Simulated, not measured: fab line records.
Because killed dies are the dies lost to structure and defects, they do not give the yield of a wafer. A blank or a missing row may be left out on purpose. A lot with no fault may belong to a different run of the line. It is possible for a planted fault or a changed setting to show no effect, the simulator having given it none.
Code-filled problem report in 8D (eight disciplines) form	flow sky130	the parts of the form that need people (team, actions taken, sign-off) are left out

== 1. THE PROBLEM ==
Mean CONTACT_HDPCVD_THK at SKY_CONTACT_THK_MEAS_03: 444 nm over 2 wafers in 2 lots; fault-free wafers: 564 nm, standard deviation 6.9. Relative to the usual mean, that is a shift of -17 standard deviations.
Seen first at day 34 16:45 on film-metro-02, wafer L963.2. Wafers with a number at this step in the record: 33, from 11 lots. The rule behind "out" and "out of limits": a value lying over 4 standard deviations away from the usual mean. The other wafers with a number count as sound.

== 2. WHAT IT IS AND WHAT IT IS NOT ==
question	is	is not
which readings at this step	CONTACT_HDPCVD_THK	-
which lots	L963, L964	L950, L951, L954, L956, L957, L960, L965, L972, L973
which wafers of those lots	L963.2, L964.3	L963.4, L963.6, L964.1, L964.4
read on which gauges	film-metro-02, film-metro-04	film-metro-03
when	from day 34 16:45	up to then (20 sound wafers); but 11 sound wafers of L964, L965, L972, L973 came after

== 3. WHAT RULES OUT EACH SUSPECT ==
Counting: if a tool at a process step up to the reading ran every lot that is out, it stays a suspect. Sound lots after the first of them don't rule it out here, since some wafers of a struck lot are sound.
- the gauge at SKY_CONTACT_THK_MEAS_03 is ruled out. The wafers that are out were read on 2 gauges (film-metro-02, film-metro-04).
- hdpcvd-02 at SKY_CONTACT_HDPCVD_02 (deposits SiO2, target thk 565 nm, time 94.2 s): kept. It processed each lot that is out (first: L963, day 34 16:40); up to then, its last sound lot is L960 (day 34 03:55). Its own readings are out on those wafers: run-length-s.
After counting, what remains is hdpcvd-02 at SKY_CONTACT_HDPCVD_02.

== 4. THE CAUSE (what the simulator had put in) ==
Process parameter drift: hdpcvd-02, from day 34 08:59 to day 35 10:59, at SKY_CONTACT_HDPCVD_02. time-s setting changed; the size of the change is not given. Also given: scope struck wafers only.
Counting left only this tool.

== 5. THE EFFECT CHAIN, in route order ==
One row per reading whose mean, taken over the struck wafers that have a number, lies over 3 standard deviations from the usual. Only readings for which the record gives a usual standard deviation are gone through. hours: the time from each lot's start at the first step in this table that gives one to its start at this step, as a median over the lots. sigmas: the change in usual standard deviations.
hours	step	reading	usual	on struck wafers	change	sigmas
0	SKY_CONTACT_HDPCVD_02	run-length-s	122.6 s	102.6	-20.0	-34
0	SKY_CONTACT_THK_MEAS_03	CONTACT_HDPCVD_THK	564 nm	444	-120	-17
0	SKY_CONTACT_CMP_04	time-to-endpoint-s	85 s	40	-46	-6.9
Process steps it contains:
- SKY_CONTACT_HDPCVD_02: deposits SiO2, target thk 565 nm, time 94.2 s.
- SKY_CONTACT_CMP_04: polishes SiO2.

== 6. WHAT WOULD HAVE CAUGHT IT SOONER ==
In this record the first reading out of limits at a measuring or inspecting step was taken at day 34 16:45, 8 hours after the fault began at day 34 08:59.
Tool's own readings at SKY_CONTACT_HDPCVD_02, run-length-s: out on all struck wafers the step has rows for; an alarm limit on them would have tripped on the first.
Among the 2 lots that are out, L964 began SKY_CONTACT_HDPCVD_02 on hdpcvd-02 after day 34 16:45. Had the tool been put on hold then, it would have been spared.
